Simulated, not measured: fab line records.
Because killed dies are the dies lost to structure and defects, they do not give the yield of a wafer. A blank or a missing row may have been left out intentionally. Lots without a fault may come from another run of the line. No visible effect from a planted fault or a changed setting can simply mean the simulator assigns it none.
Which tool is to blame? ; flow sky130 ; 12 lots, 36 wafers sampled, at 4 steps of a route of 708

== WHAT THE GAUGES SHOWED, per wafer ==
SKY_VT_ADJUST_PCH_TW_MEAS_10. Usual: for VT_ADJUST_PCH_TW the level is 141.7 and the standard deviation is 0.93.
lot;measured;on;VT_ADJUST_PCH_TW;flag
L321;day 10 16:40;film metro-03;142.1 142.4 141.9;
L322;day 11 01:41;film metro-01;141.4 140.9 140.2;
L324;day 11 19:39;film metro-02;143.4 142.8 142.9;
L327;day 13 04:04;film metro-02;141.5 141.5 142.7;
L330;day 14 08:28;film metro-03;139.8 140.3 140.0;
L331;day 15 11:25;film metro-03;141.1 140.2 140.3;
L333;day 15 18:25;film metro-02;142.1 142.7 142.5;
L336;day 16 02:54;film metro-01;141.6 141.8 141.8;
L337;day 16 16:59;film metro-01;141.1 141.4 141.1;
L339;day 16 22:37;film metro-03;141.8 141.5 141.1;
L342;day 17 10:11;film metro-01;141.8 142.1 142.1;
L343;day 17 23:18;film metro-03;141.5 141.0 141.2;

== WHAT TOOL EACH LOT RAN ON (gives the tool, then ch and the chambers of the sampled wafers, and finally the start) ==
lot;SKY_FIELD_ISO_ETCH_15;SKY_DNWELL_DEHYDRATE_00;SKY_VT_ADJUST_NCORE_STRIP_10
L321;rie diel-02 ch 0,1,3, day 2 10:10;litho track-02 ch 0, day 3 03:10;plasma asher-04 ch 0,1, day 8 20:13
L322;rie diel-04 ch 0,1, day 2 16:25;litho track-02 ch 0, day 3 10:13;plasma asher-04 ch 0,1, day 9 02:27
L324;rie diel-03 ch 0,1,2, day 3 01:40;litho track-03 ch 0, day 4 01:22;plasma asher-02 ch 0,1, day 9 21:43
L327;rie diel-02 ch 1,2, day 3 17:49;litho track-02 ch 0, day 4 18:13;plasma asher-02 ch 1, day 11 03:00
L330;rie diel-03 ch 0,1, day 4 07:46;litho track-02 ch 0, day 5 11:44;plasma asher-03 ch 0,1, day 12 04:19
L331;rie diel-04 ch 0,1,3, day 4 18:31;litho track-02 ch 0, day 6 05:55;plasma asher-03 ch 0,1, day 13 05:08
L333;rie diel-04 ch 0,1,2, day 5 06:40;litho track-02 ch 0, day 6 12:54;plasma asher-04 ch 0,1, day 13 11:49
L336;rie diel-03 ch 1,2, day 5 17:46;litho track-01 ch 0, day 6 18:35;plasma asher-04 ch 0,1, day 13 20:41
L337;rie diel-02 ch 0,2,3, day 6 06:02;litho track-02 ch 0, day 7 02:56;plasma asher-02 ch 0, day 14 09:24
L339;rie diel-03 ch 1,3, day 6 13:37;litho track-02 ch 0, day 7 06:28;plasma asher-04 ch 0,1, day 14 14:13
L342;rie diel-03 ch 0,3, day 6 23:10;litho track-03 ch 0, day 7 15:32;plasma asher-02 ch 0,1, day 15 01:35
L343;rie diel-02 ch 1,2,3, day 7 07:49;litho track-03 ch 0, day 8 00:07;plasma asher-03 ch 0,1, day 15 14:19
- SKY_FIELD_ISO_ETCH_15: etches the open film in CHF3/O2, stops on Si, target depth 180 nm, time 72 s.
- SKY_DNWELL_DEHYDRATE_00: time 60 s.
- SKY_VT_ADJUST_NCORE_STRIP_10: strips in O2/N2.

== AS READ BY THE TOOLS THEMSELVES (means over the sampled wafers that have a number; for cases with no such wafer, the mark the record gives instead) ==
SKY_FIELD_ISO_ETCH_15. Usual: O2_flow_sccm 4.999 sccm, standard deviation 0.017; chamber pressure mTorr 40.00 mTorr, standard deviation 0.046; drypump motor current A 5.7 A, standard deviation 0.42; oes product au 0.950 a.u., standard deviation 0.0071; throttle valve pct 8.844 %, standard deviation 0.0092.
lot;tool;O2_flow_sccm (sccm);chamber pressure mTorr (mTorr);drypump motor current A (A);oes product au (a.u.);throttle valve pct (%);flag
L321;rie diel-02;4.996;39.96;5.9;0.951;8.841;
L322;rie diel-04;4.997;40.02;6.2;0.949;8.845;
L324;rie diel-03;4.988;40.02;5.4;0.951;8.855;
L327;rie diel-02;4.995;40.00;6.1;0.951;8.848;
L330;rie diel-03;5.001;40.03;5.2;0.944;8.844;
L331;rie diel-04;5.012;39.99;5.9;0.948;8.835;
L333;rie diel-04;4.977;40.01;5.8;0.945;8.844;
L336;rie diel-03;4.985;40.00;5.5;0.953;8.851;
L337;rie diel-02;5.005;40.00;5.9;0.954;8.847;
L339;rie diel-03;5.005;39.97;5.3;0.942;8.845;
L342;rie diel-03;5.009;39.99;5.6;0.966;8.846;
L343;rie diel-02;4.970;40.03;6.2;0.955;8.845;

SKY_DNWELL_DEHYDRATE_00. Usual: run length s reads 89.10 s (standard deviation 0.2).
lot;tool;run length s (s);flag
L321;litho track-02;89.04;
L322;litho track-02;89.03;
L324;litho track-03;89.03;
L327;litho track-02;89.01;
L330;litho track-02;88.95;
L331;litho track-02;88.91;
L333;litho track-02;95.10;OFF
L336;litho track-01;89.33;
L337;litho track-02;95.36;OFF
L339;litho track-02;95.31;OFF
L342;litho track-03;89.01;
L343;litho track-03;89.02;

SKY_VT_ADJUST_NCORE_STRIP_10. Usual: chamber pressure mTorr 1500.1 mTorr, standard deviation 1.3; drypump motor current A 5.6 A, standard deviation 0.43; oes product au 0.716 a.u., standard deviation 0.0041; strip time to endpoint s 14.24 s, standard deviation 0.036.
lot;tool;chamber pressure mTorr (mTorr);drypump motor current A (A);oes product au (a.u.);strip time to endpoint s (s);flag
L321;plasma asher-04;1499.1;5.4;0.714;14.17;
L322;plasma asher-04;1498.4;5.6;0.719;14.28;
L324;plasma asher-02;1500.4;5.8;0.710;14.25;
L327;plasma asher-02;1499.2;5.2;0.713;14.23;
L330;plasma asher-03;1500.1;5.9;0.713;14.21;
L331;plasma asher-03;1499.0;5.9;0.714;14.28;
L333;plasma asher-04;1500.5;5.4;0.714;14.23;
L336;plasma asher-04;1499.4;5.4;0.715;14.22;
L337;plasma asher-02;1500.4;6.1;0.715;14.23;
L339;plasma asher-04;1500.4;5.6;0.715;14.25;
L342;plasma asher-02;1500.4;5.5;0.716;14.28;
L343;plasma asher-03;1500.0;5.6;0.715;14.25;

== THE ANSWER, worked out from the rows above alone ==
Rule: a lot is off if the mean of its wafers that have a number lies more than 3 standard deviations from the usual mean. A lot without any number at a reading at which 4 lots or more have one is off too. Any other lot the step has rows for is counted as sound. First the gauges in route order, then the tools' own readings, where a lot's mean is used as printed above. At the first step where some lot is off, the reading lying furthest off is the one used; lots without a number count as furthest.
Off at SKY_DNWELL_DEHYDRATE_00 (run length s): L333, L337, L339.
A tool fits if, at that step or a process step before it, it ran every lot that is off, and no sound lot after the first of them. One fits: litho track-02 at SKY_DNWELL_DEHYDRATE_00. A fault onset in the window from L331 (day 6 05:55, its last sound lot) to L333 (day 6 12:54, its first lot off) fits.
On the lots that are off, the tool's own readings at SKY_DNWELL_DEHYDRATE_00 differ by more than 5 times the standard deviation of the sound lots' means, which bears it out; run length s reads 95.26 s there versus 89.04 s on the sound lots.

== WHAT HAD BEEN PUT IN BY THE SIMULATOR ==
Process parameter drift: litho track-02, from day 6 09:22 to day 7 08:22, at SKY_DNWELL_DEHYDRATE_00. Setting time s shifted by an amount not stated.
Struck lots among those shown: L333, L337, L339. This agrees with what the rule above found.
